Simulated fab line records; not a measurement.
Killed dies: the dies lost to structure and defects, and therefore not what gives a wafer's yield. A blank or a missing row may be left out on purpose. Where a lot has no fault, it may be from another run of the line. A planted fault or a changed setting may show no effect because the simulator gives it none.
The tool behind it: which one? -- flow sky130 -- 24 lots, 72 wafers sampled, at 6 steps of a route of 708

WHAT THE GAUGES READ, wafer by wafer
SKY_RES_PROTECT_TW_MEAS_08. Usual: POLY_GATE_TW typically reads 4064, with standard deviation 18.
lot,measured,on,POLY_GATE_TW,flag
L074,day 15 06:40,film metro-01,4071 4068 4077,
L075,day 15 10:40,film metro-03,4066 4046 4055,
L076,day 15 18:05,film metro-01,4044 4055 4055,
L077,day 16 16:44,film metro-04,4052 4062 4048,
L078,day 17 06:56,film metro-03,4095 4104 4105,
L079,day 17 12:29,film metro-04,4074 4044 4059,
L080,day 17 16:14,film metro-01,4043 4047 4046,
L081,day 18 02:10,film metro-03,4057 4076 4067,
L082,day 18 12:35,film metro-04,4063 4054 4036,
L083,day 18 23:24,film metro-03,4055 4072 4060,
L084,day 18 23:43,film metro-04,4066 4060 4062,
L085,day 19 03:25,film metro-01,4033 4045 4060,
L086,day 19 15:43,film metro-04,4035 4022 4052,
L087,day 19 20:32,film metro-04,4061 4045 4061,
L088,day 20 15:02,film metro-03,4062 4063 4079,
L089,day 20 16:54,film metro-03,4087 4089 4086,
L090,day 21 03:02,film metro-03,4111 4080 4084,
L091,day 21 13:10,film metro-03,4081 4080 4062,
L092,day 21 18:29,film metro-03,4094 4062 4089,
L093,day 22 00:02,film metro-03,4063 4055 4047,
L094,day 22 16:48,film metro-01,4033 4040 4057,
L095,day 23 01:33,film metro-01,4057 4063 4065,
L096,day 23 06:10,film metro-04,4086 4072 4066,
L097,day 23 17:01,film metro-03,4098 4090 4104,

SKY_CONTACT_THK_MEAS_03. Usual: CONTACT_HDPCVD_THK typically reads 566 nm, with standard deviation 5.5.
lot,measured,on,CONTACT_HDPCVD_THK (nm),flag
L074,day 30 10:47,film metro-03,574 572 569,
L075,day 30 13:13,film metro-02,553 558 554,
L076,day 31 01:08,film metro-01,555 557 560,
L077,day 31 21:08,film metro-02,567 570 564,
L078,day 32 14:05,film metro-01,564 569 570,
L079,day 32 16:25,film metro-01,570 568 571,
L080,day 32 19:48,film metro-03,566 564 571,
L081,day 33 07:03,film metro-03,569 572 566,
L082,day 33 18:01,film metro-01,568 568 571,
L083,day 34 00:29,film metro-01,562 566 571,
L084,day 34 03:16,film metro-02,566 565 565,
L085,day 34 22:56,film metro-03,565 564 568,
L086,day 35 00:37,film metro-02,579 573 571,
L087,day 34 23:28,film metro-02,574 564 574,
L088,day 35 08:11,film metro-01,566 566 562,
L089,day 35 09:46,film metro-02,561 558 564,
L090,day 35 16:22,film metro-01,562 569 565,
L091,day 36 03:02,film metro-02,560 562 560,
L092,day 36 07:31,film metro-03,571 562 574,
L093,day 36 11:22,film metro-01,568 566 563,
L094,day 37 03:01,film metro-03,560 562 557,
L095,day 37 09:47,film metro-03,575 572 565,
L096,day 37 16:11,film metro-03,570 571 565,
L097,day 38 04:04,film metro-01,563 561 547,

SKY_VIA3_OVL_MEAS_13. Usual: VIA3_OVL typically reads -1 nm, with standard deviation 5.3.
lot,measured,on,VIA3_OVL (nm),flag
L074,day 39 17:19,overlay-02,-1 6 8,
L075,day 39 17:40,overlay-02,-4 7 -3,
L076,day 40 03:04,overlay-02,8 -4 5,
L077,day 40 22:31,overlay-02,6 -2 -4,
L078,day 41 13:58,overlay-01,0 -5 -5,
L079,day 41 16:19,overlay-02,-1 1 -4,
L080,day 41 19:01,overlay-01,3 6 0,
L081,day 42 02:55,overlay-01,-6 5 -2,
L082,day 42 14:25,overlay-02,-7 -5 -13,
L083,day 42 21:16,overlay-02,3 3 5,
L084,day 42 21:43,overlay-02,-3 -4 -3,
L085,day 43 15:20,overlay-01,1 -9 4,
L086,day 43 17:38,overlay-01,2 8 1,
L087,day 43 17:58,overlay-01,-2 5 4,
L088,day 43 23:07,overlay-02,-4 -8 0,
L089,day 44 01:07,overlay-01,4 5 3,
L090,day 44 06:13,overlay-02,1 -11 -8,
L091,day 44 15:35,overlay-01,-6 0 1,
L092,day 44 19:19,overlay-02,2 5 5,
L093,day 44 21:55,overlay-02,6 2 -1,
L094,day 45 10:16,overlay-02,-2 -6 0,
L095,day 45 17:28,overlay-02,10 9 0,
L096,day 45 22:46,overlay-02,0 4 2,
L097,day 46 06:29,overlay-02,-4 -5 -8,

TOOL THAT RAN EACH LOT (tool first, then ch and the chambers of the sampled wafers, then the start)
lot,SKY_POLY_CUT_STRIP_12,SKY_LOCAL_INTERCONNECT_SPUTTER_00,SKY_CONTACT_CMP_04
L074,"plasma asher-03 ch 0,1, day 24 08:25","pvd sputter-01, day 29 06:25","cmp-02 ch 0,2,3, day 30 10:56"
L075,"plasma asher-01 ch 0,1, day 24 11:41","pvd sputter-03, day 29 07:35","cmp-02 ch 0,3, day 30 13:16"
L076,"plasma asher-01 ch 0,1, day 24 22:35","pvd sputter-01, day 29 20:01","cmp-02 ch 1,3, day 31 01:15"
L077,"plasma asher-03 ch 0, day 25 20:08","pvd sputter-01, day 30 17:11","cmp-02 ch 1,3, day 31 21:12"
L078,"plasma asher-04 ch 0,1, day 26 10:59","pvd sputter-04, day 31 09:11","cmp-01 ch 0,3, day 32 14:11"
L079,"plasma asher-01 ch 0,1, day 26 16:27","pvd sputter-04, day 31 11:56","cmp-02 ch 0,1, day 32 16:29"
L080,"plasma asher-04 ch 0, day 26 22:25","pvd sputter-04, day 31 15:17","cmp-02 ch 0,2, day 32 20:01"
L081,"plasma asher-01 ch 0,1, day 27 07:17","pvd sputter-03, day 32 02:28","cmp-01 ch 0,3, day 33 07:06"
L082,"plasma asher-03 ch 0,1, day 27 18:26","pvd sputter-01, day 32 14:01","cmp-02 ch 0,1,3, day 33 18:05"
L083,"plasma asher-03 ch 0,1, day 28 02:35","pvd sputter-01, day 32 20:02","cmp-01 ch 1,3, day 34 00:35"
L084,"plasma asher-03 ch 1, day 28 05:05","pvd sputter-01, day 32 22:44","cmp-02 ch 0,1, day 34 03:22"
L085,"plasma asher-03 ch 0,1, day 29 01:49","pvd sputter-04, day 33 19:26","cmp-02 ch 0,1, day 34 23:11"
L086,"plasma asher-01 ch 0,1, day 29 02:10","pvd sputter-04, day 33 21:10","cmp-01 ch 0,1,2, day 35 00:40"
L087,"plasma asher-04 ch 0,1, day 29 01:50","pvd sputter-04, day 33 19:56","cmp-01 ch 1,2,3, day 34 23:35"
L088,"plasma asher-03 ch 0,1, day 29 13:26","pvd sputter-01, day 34 04:43","cmp-01 ch 0,2,3, day 35 08:14"
L089,"plasma asher-03 ch 0,1, day 29 13:44","pvd sputter-03, day 34 05:52","cmp-02 ch 1,2,3, day 35 09:49"
L090,"plasma asher-01 ch 0,1, day 29 22:26","pvd sputter-03, day 34 12:56","cmp-01 ch 0,2,3, day 35 16:25"
L091,"plasma asher-03 ch 0,1, day 30 08:20","pvd sputter-01, day 34 23:29","cmp-02 ch 0,1, day 36 03:18"
L092,"plasma asher-03 ch 0,1, day 30 13:41","pvd sputter-01, day 35 03:44","cmp-01 ch 0,2,3, day 36 07:41"
L093,"plasma asher-01 ch 0,1, day 30 18:05","pvd sputter-01, day 35 08:15","cmp-01 ch 0,3, day 36 11:28"
L094,"plasma asher-04 ch 0,1, day 31 09:17","pvd sputter-04, day 35 23:22","cmp-02 ch 0,2, day 37 03:04"
L095,"plasma asher-01 ch 0,1, day 31 17:08","pvd sputter-01, day 36 07:22","cmp-01 ch 0,1,3, day 37 09:53"
L096,"plasma asher-03 ch 0,1, day 31 23:01","pvd sputter-04, day 36 13:14","cmp-01 ch 1,2,3, day 37 16:13"
L097,"plasma asher-01 ch 0,1, day 32 12:37","pvd sputter-01, day 37 01:07","cmp-02 ch 0,1,2, day 38 04:11"
- SKY_POLY_CUT_STRIP_12: strips in O2/N2.
- SKY_LOCAL_INTERCONNECT_SPUTTER_00: material TiN, target thk 100 nm, time 83.3 s.
- SKY_CONTACT_CMP_04: polishes SiO2.

AS READ BY THE TOOLS THEMSELVES (means over the sampled wafers that have a number; for cases with no such wafer, the mark the record gives instead)
SKY_POLY_CUT_STRIP_12. Usual: drypump motor current A 5.28 A, standard deviation 0.3; oes product au 0.452 a.u., standard deviation 0.005; strip time to endpoint s 5.356 s, standard deviation 0.017.
lot,tool,drypump motor current A (A),oes product au (a.u.),strip time to endpoint s (s),flag
L074,plasma asher-03,5.27,0.452,5.367,
L075,plasma asher-01,5.33,0.450,5.364,
L076,plasma asher-01,5.30,0.446,5.357,
L077,plasma asher-03,4.79,0.450,5.353,
L078,plasma asher-04,5.51,0.448,5.354,
L079,plasma asher-01,5.41,0.447,5.347,
L080,plasma asher-04,5.31,0.455,5.380,
L081,plasma asher-01,5.40,0.451,5.342,
L082,plasma asher-03,5.26,0.448,5.346,
L083,plasma asher-03,5.04,0.455,5.360,
L084,plasma asher-03,5.50,0.450,5.368,
L085,plasma asher-03,5.26,0.453,5.374,
L086,plasma asher-01,5.42,0.454,5.329,
L087,plasma asher-04,5.51,0.449,5.373,
L088,plasma asher-03,5.27,0.454,5.326,
L089,plasma asher-03,5.28,0.453,5.345,
L090,plasma asher-01,5.42,0.455,5.342,
L091,plasma asher-03,5.28,0.453,5.366,
L092,plasma asher-03,5.27,0.449,5.354,
L093,plasma asher-01,5.33,0.446,5.359,
L094,plasma asher-04,5.52,0.453,5.358,
L095,plasma asher-01,5.43,0.452,5.348,
L096,plasma asher-03,5.03,0.454,5.336,
L097,plasma asher-01,5.43,0.450,5.365,

SKY_LOCAL_INTERCONNECT_SPUTTER_00. Usual: throttle valve pct reads 29.8 % (standard deviation 1).
lot,tool,throttle valve pct (%),flag
L074,pvd sputter-01,30.3,
L075,pvd sputter-03,30.7,
L076,pvd sputter-01,29.5,
L077,pvd sputter-01,30.3,
L078,pvd sputter-04,29.2,
L079,pvd sputter-04,28.9,
L080,pvd sputter-04,28.4,
L081,pvd sputter-03,30.2,
L082,pvd sputter-01,30.2,
L083,pvd sputter-01,30.2,
L084,pvd sputter-01,29.5,
L085,pvd sputter-04,29.3,
L086,pvd sputter-04,29.0,
L087,pvd sputter-04,28.5,
L088,pvd sputter-01,30.4,
L089,pvd sputter-03,29.6,
L090,pvd sputter-03,30.3,
L091,pvd sputter-01,30.2,
L092,pvd sputter-01,30.7,
L093,pvd sputter-01,30.3,
L094,pvd sputter-04,28.4,
L095,pvd sputter-01,30.5,
L096,pvd sputter-04,28.6,
L097,pvd sputter-01,30.2,

SKY_CONTACT_CMP_04. Usual: motor current A 12.3 A, standard deviation 0.93; time to endpoint s 85 s, standard deviation 4.
lot,tool,motor current A (A),time to endpoint s (s),flag
L074,cmp-02,12.8,88,
L075,cmp-02,12.0,83,
L076,cmp-02,12.2,81,
L077,cmp-02,12.3,86,
L078,cmp-01,11.6,85,
L079,cmp-02,12.3,87,
L080,cmp-02,12.7,88,
L081,cmp-01,11.4,86,
L082,cmp-02,12.2,90,
L083,cmp-01,11.2,79,
L084,cmp-02,12.4,89,
L085,cmp-02,12.4,90,
L086,cmp-01,12.5,86,
L087,cmp-01,12.3,80,
L088,cmp-01,12.1,81,
L089,cmp-02,12.4,86,
L090,cmp-01,12.1,80,
L091,cmp-02,12.4,85,
L092,cmp-01,12.2,83,
L093,cmp-01,11.2,81,
L094,cmp-02,12.8,90,
L095,cmp-01,11.3,82,
L096,cmp-01,12.1,81,
L097,cmp-02,12.4,88,

THE ANSWER, worked out from the rows above alone
Rule: take the mean of a lot's wafers that have a number; if it is more than 3 standard deviations from the usual mean, the lot is off. A lot without any number at a reading at which 4 lots or more have one is off too. All remaining lots with rows at the step are treated as sound. Order of review: gauges by route order, followed by the tools' own readings, for which a lot's mean as printed above is used. At the first step where some lot is off, the reading lying furthest off is the one used; lots without a number count as furthest.
No lot is off on any of the readings shown, so nothing can be concluded from this.

WHAT THE SIMULATOR HAD INSERTED
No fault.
